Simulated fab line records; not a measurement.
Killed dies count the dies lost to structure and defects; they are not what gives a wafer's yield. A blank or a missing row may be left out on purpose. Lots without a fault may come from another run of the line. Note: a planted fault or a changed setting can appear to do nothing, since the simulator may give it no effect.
fab line records | flow sky130
record lots=12 wafers=36 last-day=50
route steps=708 shown VT_ADJUST_NCORE@129 VT_ADJUST_HVTR@138 GATE_OXIDE@198 PAD_OPEN@708
lots untouched by any fault: they come from a run of this same line in which no faults occurred
start-h: hours from the record's opening day to when the first of the lot's shown wafers began | wait-h: hours elapsed since this lot's preceding step | " unchanged from the row above | L1.1+2: several wafers, shown together as one row | - no value, or no start was given | * or withheld: withheld | < > ~ a bound
route shown NAME@n: a module of which the file shows steps, and the number in the route of the first | usual: mean and standard deviation over wafers with no fault | same: alike in all rows | chamber/n: place in a boat | sites: readings site by site | _std_site: the standard deviation of these | _edge_site: inner sites' mean taken away from outer sites' mean | radius-mm: how far each site lies from the wafer's centre | mask NAME#n: copy n | behind: the most recent tool/chamber to have shaped the wafer | hold: what put the lot on hold/how long, in hours/how the hold closed | device: the transistor (n, p or np) that didn't switch | end of line: the same wafers' tests at the end of the route | a step with no rows: only its recipe | killed: the dies lost at the first sort to structure and to defects; this is not the yield of the wafer | map: a wafer's dies, marking killed ones x, the rest . and places with no die _
set.NAME: the setting that was run; set.NAME@STEP: the one run at that earlier step | model.NAME: the simulator's own value behind a step, which no gauge read
a sample of lots followed through the steps of the route, with each step as a table and each wafer as a row
services: the hour from which a tool's chamber was out of use, counted from the record's first day as start-h (under 0 if before that day), plus the number of hours and why
## steps
# step SKY_VT_ADJUST_NCORE_STRIP_10
# recipe chemistry=O2/N2 power-w=1400 pressure-mtorr=1500 platen-temp-c=withheld o2-flow-sccm=3000 n2-flow-sccm=300 overash-fraction=0.5
# usual drypump-motor-current-A=5.62/0.24 oes-product-au=0.715/0.0048 strip-time-to-endpoint-s=14.22/0.032
# columns lot.wafer tool chamber start-h wait-h drypump-motor-current-A oes-product-au rf-hours-counter-h strip-time-to-endpoint-s
L793.2 plasma-asher-02 1 181.15 0.1 5.58 0.713 6 14.23
L793.5 " 0 " " 5.41 0.721 - 14.28
L793.6 " 1 " " 5.57 0.714 - 14.26
L795.3 plasma-asher-04 0 198.20 0.1 5.68 0.715 - 14.20
L795.4 " 1 " " 5.27 0.715 - 14.24
L795.6 " 1 " " 5.23 0.713 - 14.27
L797.2 plasma-asher-02 1 211.00 0.1 5.58 0.708 9 14.22
L797.3 " 1 " " 5.58 0.721 - 14.25
L797.5 " 1 " " 5.57 0.710 - 14.23
L799.2 plasma-asher-04 1 224.92 0.1 5.28 0.719 53 14.23
L799.4 " 1 " " 5.27 0.722 - 14.20
L799.6 " 1 " " 5.27 0.716 - 14.20
L804.1 plasma-asher-02 0 258.47 0.1 5.43 0.716 14 14.20
L804.2 " 1 " " 5.57 0.711 14 14.24
L804.6 " 1 " " 5.57 0.717 - 14.23
L805.1 plasma-asher-03 1 269.85 0.1 5.88 0.725 43 14.23
L805.4 " 1 " " 5.92 0.719 - 14.26
L805.5 " 1 " " 5.88 0.715 - 14.28
L809.1 plasma-asher-03 0 295.50 0.1 5.98 0.720 46 14.22
L809.2 " 1 " " 5.90 0.713 46 14.21
L809.4 " 1 " " 5.94 0.708 - 14.21
L810.1 plasma-asher-03 0 302.62 0.1 5.96 0.713 47 14.20
L810.3 " 1 " " 5.90 0.716 - 14.21
L810.6 " 1 " " 5.91 0.714 - 14.20
L812.2 plasma-asher-03 0 324.63 0.1 5.95 0.717 49 14.21
L812.5 " 0 " " 5.93 0.720 - 14.23
L812.6 " 1 " " 5.93 0.705 - 14.21
L813.1 plasma-asher-04 1 326.48 0.1 5.25 0.716 63 14.23
L813.5 " 1 " " 5.25 0.713 - 14.21
L813.6 " 0 " " 5.71 0.717 - 14.17
L815.2 plasma-asher-02 1 339.53 0.1 5.58 0.715 22 14.21
L815.4 " 1 " " 5.56 0.718 - 14.18
L815.5 " 0 " " 5.43 0.712 - 14.19
L816.1 plasma-asher-04 0 347.38 0.1 5.74 0.722 65 14.20
L816.5 " 0 " " 5.75 0.712 - 14.19
L816.6 " 1 " " 5.26 0.714 - 14.18
# step SKY_VT_ADJUST_HVTR_CD_MEAS_07
# recipe target-cd-nm=380
# usual cd-nm=379.6/2
# columns lot.wafer tool chamber start-h wait-h cd-nm
L793.2 cd-sem-02 - 202.12 0.1 379.1
L793.5 " - " " 378.3
L793.6 " - " " 376.3
L795.3 cd-sem-01 - 220.05 0.1 378.5
L795.4 " - " " 379.7
L795.6 " - " " 382.0
L797.2 cd-sem-02 - 233.17 0.1 380.0
L797.3 " - " " 381.4
L797.5 " - " " 381.2
L799.2 cd-sem-01 - 247.87 0.1 378.0
L799.4 " - " " 377.3
L799.6 " - " " 380.1
L804.1 cd-sem-01 - 281.76 0.1 381.7
L804.2 " - " " 380.8
L804.6 " - " " 381.2
L805.1 cd-sem-01 - 294.66 0.1 379.5
L805.4 " - " " 381.9
L805.5 " - " " 380.9
L809.1 cd-sem-02 - 319.41 0.1 378.8
L809.2 " - " " 379.6
L809.4 " - " " 377.7
L810.1 cd-sem-01 - 327.66 0.1 381.9
L810.3 " - " " 380.6
L810.6 " - " " 381.5
L812.2 cd-sem-01 - 351.73 0.1 378.2
L812.5 " - " " 376.4
L812.6 " - " " 378.0
L813.1 cd-sem-01 - 353.40 0.1 379.9
L813.5 " - " " 380.2
L813.6 " - " " 378.9
L815.2 cd-sem-02 - 367.02 0.1 377.0
L815.4 " - " " 379.4
L815.5 " - " " 377.7
L816.1 cd-sem-02 - 375.11 0.1 379.4
L816.5 " - " " 378.6
L816.6 " - " " 379.3
# step SKY_VT_ADJUST_HVTR_OVL_MEAS_08
# usual VT_ADJUST_HVTR_OVL=0.5/1.6
# columns lot.wafer tool chamber start-h wait-h VT_ADJUST_HVTR_OVL[nm]
L793.2 overlay-01 - 202.22 0.1 -1.5
L793.5 " - " " 1.1
L793.6 " - " " -2.2
L795.3 overlay-01 - 220.14 0.1 -2.6
L795.4 " - " " -1.8
L795.6 " - " " -1.2
L797.2 overlay-02 - 233.27 0.1 -1.5
L797.3 " - " " -1.0
L797.5 " - " " -3.0
L799.2 overlay-02 - 247.97 0.1 0.6
L799.4 " - " " -0.9
L799.6 " - " " -1.1
L804.1 overlay-01 - 281.88 0.1 0.7
L804.2 " - " " -1.4
L804.6 " - " " 0.8
L805.1 overlay-02 - 294.78 0.1 3.4
L805.4 " - " " 3.1
L805.5 " - " " 1.9
L809.1 overlay-01 - 319.53 0.1 0.8
L809.2 " - " " 0.0
L809.4 " - " " 0.7
L810.1 overlay-01 - 327.78 0.1 0.3
L810.3 " - " " 0.6
L810.6 " - " " 2.1
L812.2 overlay-01 - 351.84 0.1 -0.7
L812.5 " - " " 0.4
L812.6 " - " " 2.2
L813.1 overlay-02 - 353.52 0.1 0.4
L813.5 " - " " 1.0
L813.6 " - " " -0.2
L815.2 overlay-01 - 367.12 0.1 2.9
L815.4 " - " " 1.0
L815.5 " - " " 0.7
L816.1 overlay-01 - 375.23 0.1 2.2
L816.5 " - " " 3.6
L816.6 " - " " 0.8
# step SKY_GATE_OXIDE_IMPLANT_11
# recipe species=B energy-kev=10 dose-cm2=2.6e+12 tilt-deg=withheld
# usual beam-energy-keV=10.000/0.0031 dose-ions-cm2=2.6004e+12/2.5e+09 end-station-pressure-torr=5.02e-06/2.5e-07
# same implant-ion-amu=11
# columns lot.wafer tool chamber start-h wait-h beam-energy-keV dose-ions-cm2 end-station-pressure-torr
L793.2 implanter-01 0 304.92 0.0 10.002 2.5958e+12 4.84e-06
L793.5 " 0 " " 10.001 2.598e+12 4.94e-06
L793.6 " 0 " " 9.999 2.5972e+12 5.25e-06
L795.3 implanter-02 0 332.40 0.1 9.999 2.6054e+12 5.03e-06
L795.4 " 0 " " 10.000 2.5999e+12 5.04e-06
L795.6 " 0 " " 10.004 2.599e+12 4.76e-06
L797.2 implanter-04 0 341.52 0.0 10.000 2.596e+12 5.14e-06
L797.3 " 0 " " 9.995 2.6028e+12 4.88e-06
L797.5 " 0 " " 9.998 2.6e+12 4.69e-06
L799.2 implanter-04 0 361.91 0.0 9.999 2.6028e+12 5.01e-06
L799.4 " 0 " " 10.002 2.6013e+12 4.66e-06
L799.6 " 0 " " 10.002 2.6044e+12 5.02e-06
L804.1 implanter-02 0 395.05 0.0 8.921 2.5998e+12 5.03e-06
L804.2 " 0 " " 8.921 2.5998e+12 5e-06
L804.6 " 0 " " 8.923 2.6008e+12 5.22e-06
L805.1 implanter-02 0 410.35 0.0 8.917 2.5994e+12 4.94e-06
L805.4 " 0 " " 8.920 2.603e+12 5.24e-06
L805.5 " 0 " " 8.913 2.6018e+12 5.23e-06
L809.1 implanter-01 0 441.00 0.0 10.001 2.6007e+12 5.08e-06
L809.2 " 0 " " 9.998 2.6024e+12 5.22e-06
L809.4 " 0 " " 10.001 2.5983e+12 4.9e-06
L810.1 implanter-04 0 449.83 0.0 10.002 2.6027e+12 5.3e-06
L810.3 " 0 " " 9.996 2.6038e+12 5.33e-06
L810.6 " 0 " " 10.000 2.6019e+12 5.18e-06
L812.2 implanter-02 0 477.97 0.0 10.002 2.6055e+12 4.77e-06
L812.5 " 0 " " 9.998 2.5997e+12 4.92e-06
L812.6 " 0 " " 9.997 2.601e+12 5.07e-06
L813.1 implanter-02 0 480.78 0.0 9.999 2.599e+12 5.33e-06
L813.5 " 0 " " 10.002 2.6018e+12 5.56e-06
L813.6 " 0 " " 9.999 2.6035e+12 5.25e-06
L815.2 implanter-04 0 496.67 0.0 10.003 2.5976e+12 4.94e-06
L815.4 " 0 " " 9.997 2.5991e+12 5.22e-06
L815.5 " 0 " " 10.005 2.5996e+12 5.25e-06
L816.1 implanter-01 0 502.70 0.0 9.993 2.5987e+12 5.25e-06
L816.5 " 0 " " 9.993 2.598e+12 4.88e-06
L816.6 " 0 " " 10.000 2.5992e+12 4.96e-06
# step SKY_GATE_OXIDE_TW_MEAS_14
# usual GATE_OXIDE_TW=223.6/1.3
# columns lot.wafer tool chamber start-h wait-h hold GATE_OXIDE_TW
L793.2 film-metro-03 - 305.29 0.1 - 225.3
L793.5 " - " " - 225.0
L793.6 " - " " - 224.1
L795.3 film-metro-01 - 332.72 0.1 - 224.6
L795.4 " - " " - 225.2
L795.6 " - " " - 223.7
L797.2 film-metro-01 - 341.86 0.1 - 223.6
L797.3 " - " " - 223.9
L797.5 " - " " - 223.5
L799.2 film-metro-03 - 362.25 0.1 - 224.9
L799.4 " - " " - 224.6
L799.6 " - " " - 224.2
L804.1 film-metro-01 - 395.41 0.1 await-dispo/0.2h/release 219.3
L804.2 " - " " await-dispo/0.2h/release 218.9
L804.6 " - " " await-dispo/0.2h/release 218.4
L804.1 film-metro-01 - 395.63 0.2 - 217.4
L804.2 " - " " - 218.6
L804.6 " - " " - 219.6
L805.1 film-metro-04 - 410.72 0.1 await-dispo/0.2h/release 217.6
L805.4 " - " " await-dispo/0.2h/release 217.5
L805.5 " - " " await-dispo/0.2h/release 217.4
L805.1 film-metro-04 - 410.94 0.2 - 216.8
L805.4 " - " " - 217.4
L805.5 " - " " - 217.8
L809.1 film-metro-04 - 441.45 0.1 - 223.5
L809.2 " - " " - 223.4
L809.4 " - " " - 223.2
L810.1 film-metro-04 - 450.18 0.1 - 224.0
L810.3 " - " " - 223.2
L810.6 " - " " - 222.9
L812.2 film-metro-04 - 478.32 0.1 - 225.3
L812.5 " - " " - 224.8
L812.6 " - " " - 226.0
L813.1 film-metro-01 - 481.13 0.1 - 222.0
L813.5 " - " " - 222.6
L813.6 " - " " - 221.6
L815.2 film-metro-01 - 497.01 0.1 - 221.2
L815.4 " - " " - 221.5
L815.5 " - " " - 221.4
L816.1 film-metro-03 - 503.05 0.1 - 222.1
L816.5 " - " " - 223.5
L816.6 " - " " - 222.9
# step SKY_PAD_OPEN_PROBE_99
# usual killed_at_M0_to_M3=44/6 killed_at_M4_up=2.9/1.5 killed-at-contacts=24/4.9 killed-at-front-end=16/4.3 killed-at-other=0.3/0.54 killed-dies=87/8.7 killed-open=48/6.7 killed-short=39/5.9
# same gross-dies=492 killed-at-back-side=0
# columns lot.wafer tool chamber start-h wait-h killed_at_M0_to_M3 killed_at_M4_up killed-at-contacts killed-at-front-end killed-at-other killed-dies killed-open killed-short
L793.2 prober-02 - 1081.68 0.1 45 3 22 25 0 95 57 38
L793.5 prober-02 - 1081.83 0.2 53 3 18 22 0 96 55 41
L793.6 prober-02 - 1081.88 0.2 43 4 23 20 0 90 47 43
L795.3 prober-01 - 1095.58 0.2 43 6 24 15 0 88 39 49
L795.4 prober-01 - 1095.63 0.2 39 2 23 14 0 78 37 41
L795.6 prober-01 - 1095.73 0.2 39 5 19 12 1 76 43 32
L797.2 prober-01 - 1103.48 0.1 43 2 22 22 0 89 50 39
L797.3 prober-01 - 1103.53 0.2 35 0 26 25 0 86 46 40
L797.5 prober-01 - 1103.63 0.2 42 2 26 17 1 88 56 32
L815.2 prober-02 - 1193.60 0.1 35 1 27 17 0 80 41 39
L815.4 prober-02 - 1193.70 0.2 38 1 12 17 1 69 43 26
L815.5 prober-02 - 1193.75 0.2 36 4 29 13 1 83 57 26
# killed by level:class
L793.2 VIA1:geometric-particle:open=12 CONTACT:geometric-particle:open=10 LI_CONTACT:geometric-particle:open=7 VIA1:geometric-particle:short=7 METAL1:geometric-particle:short=6 FIELD_ISO:geometric-particle:open=5 POLY_GATE:geometric-particle:short=5 POLY_GATE:geometric-particle:open=5
L793.5 VIA1:geometric-particle:open=15 VIA2:geometric-particle:open=9 CONTACT:geometric-particle:open=8 METAL2:geometric-particle:short=8 POLY_GATE:geometric-particle:short=7 VIA1:geometric-particle:short=6 VIA3:geometric-particle:open=5 FIELD_ISO:geometric-particle:open=4
L793.6 CONTACT:geometric-particle:open=9 VIA1:geometric-particle:short=7 VIA2:geometric-particle:open=6 VIA1:geometric-particle:open=6 FIELD_ISO:geometric-particle:open=5 POLY_GATE:geometric-particle:open=5 METAL1:geometric-particle:short=5 VIA3:geometric-particle:open=5
L795.3 CONTACT:geometric-particle:open=7 LI_CONTACT:geometric-particle:open=6 METAL1:geometric-particle:short=6 VIA1:geometric-particle:open=6 METAL4:geometric-particle:short=6 VIA3:geometric-particle:open=6 CONTACT:geometric-particle:short=5 METAL2:geometric-particle:short=5
L795.4 VIA2:geometric-particle:open=9 VIA1:geometric-particle:open=7 CONTACT:geometric-particle:short=6 FIELD_ISO:geometric-particle:short=5 VIA2:geometric-particle:short=5 LI_CONTACT:geometric-particle:open=5 CONTACT:geometric-particle:open=5 LOCAL_INTERCONNECT:geometric-particle:short=4
L795.6 LI_CONTACT:geometric-particle:open=8 VIA1:geometric-particle:open=8 VIA3:geometric-particle:open=7 VIA1:geometric-particle:short=6 VIA2:geometric-particle:open=6 METAL4:geometric-particle:short=4 CONTACT:geometric-particle:open=4 METAL1:geometric-particle:short=4
L797.2 POLY_GATE:geometric-particle:open=10 LOCAL_INTERCONNECT:geometric-particle:short=8 VIA1:geometric-particle:open=7 VIA2:geometric-particle:open=6 CONTACT:geometric-particle:open=6 VIA3:geometric-particle:open=6 METAL1:geometric-particle:open=5 FIELD_ISO:geometric-particle:short=4
L797.3 CONTACT:geometric-particle:open=11 VIA1:geometric-particle:open=9 POLY_GATE:geometric-particle:short=6 FIELD_ISO:geometric-particle:open=5 POLY_GATE:geometric-particle:open=5 VIA3:geometric-particle:open=5 LI_CONTACT:geometric-particle:open=5 FIELD_ISO:geometric-particle:short=4
L797.5 CONTACT:geometric-particle:open=11 VIA1:geometric-particle:open=10 LI_CONTACT:geometric-particle:open=8 VIA3:geometric-particle:open=8 VIA1:geometric-particle:short=7 VIA2:geometric-particle:open=6 CONTACT:geometric-particle:short=5 FIELD_ISO:geometric-particle:short=4
L815.2 POLY_GATE:geometric-particle:short=8 CONTACT:geometric-particle:open=8 LI_CONTACT:geometric-particle:open=7 VIA2:geometric-particle:open=7 VIA1:geometric-particle:short=6 METAL1:geometric-particle:short=6 FIELD_ISO:geometric-particle:open=5 VIA1:geometric-particle:open=5
L815.4 VIA3:geometric-particle:open=9 VIA2:geometric-particle:open=8 VIA1:geometric-particle:open=8 FIELD_ISO:geometric-particle:short=4 CONTACT:geometric-particle:short=4 CONTACT:geometric-particle:open=4 METAL1:geometric-particle:short=4 FIELD_ISO:geometric-particle:open=3
L815.5 VIA1:geometric-particle:open=9 LI_CONTACT:geometric-particle:open=8 CONTACT:geometric-particle:open=8 VIA3:geometric-particle:open=8 POLY_GATE:geometric-particle:open=7 VIA2:geometric-particle:open=7 LOCAL_INTERCONNECT:geometric-particle:short=5 LI_CONTACT:geometric-particle:short=3
## services
# columns tool chamber start-h hours kind
plasma-asher-04 - 157.24 3.4 repair
plasma-asher-02 - 163.06 2.0 repair
plasma-asher-03 - 169.87 14.6 pm
plasma-asher-04 - 289.76 1.3 repair
implanter-02 - 300.27 9.5 pm
implanter-01 - 328.94 4.8 pm
plasma-asher-03 - 337.01 2.8 pm
plasma-asher-02 - 345.39 1.0 repair
implanter-04 - 393.68 3.7 pm
implanter-01 - 412.87 2.2 repair
implanter-02 - 414.12 4.1 repair
implanter-04 - 454.91 3.1 repair
implanter-04 - 483.17 2.2 pm
## key
first-sign step=SKY_GATE_OXIDE_IMPLANT_11 reading=beam-energy-keV direction=down sigmas=99+ usual=* struck=*
effect step=SKY_GATE_OXIDE_TW_MEAS_14 reading=visit direction=added
met-at SKY_GATE_OXIDE_IMPLANT_11
struck-lots L804,L805
tester-left-out L804,L805
not-acting-at SKY_VT_ADJUST_NCORE_STRIP_10,SKY_VT_ADJUST_HVTR_CD_MEAS_07,SKY_VT_ADJUST_HVTR_OVL_MEAS_08
onset-between 332.40 395.05
fault kind=process-parameter-drift tool=implanter-02 chamber=- onset-h=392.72 steps=SKY_GATE_OXIDE_IMPLANT_11 channel=energy-kev offset=* shape=step end-h=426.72 acts-in=* stated=*
# tester-left-out: of these lots the tester's yield and bins aren't shown, on N5 and GAA mostly nor the transistor test; their killed dies are dies lost to structure and defects alone, not to doping, threshold or leakage, so they don't give the yield
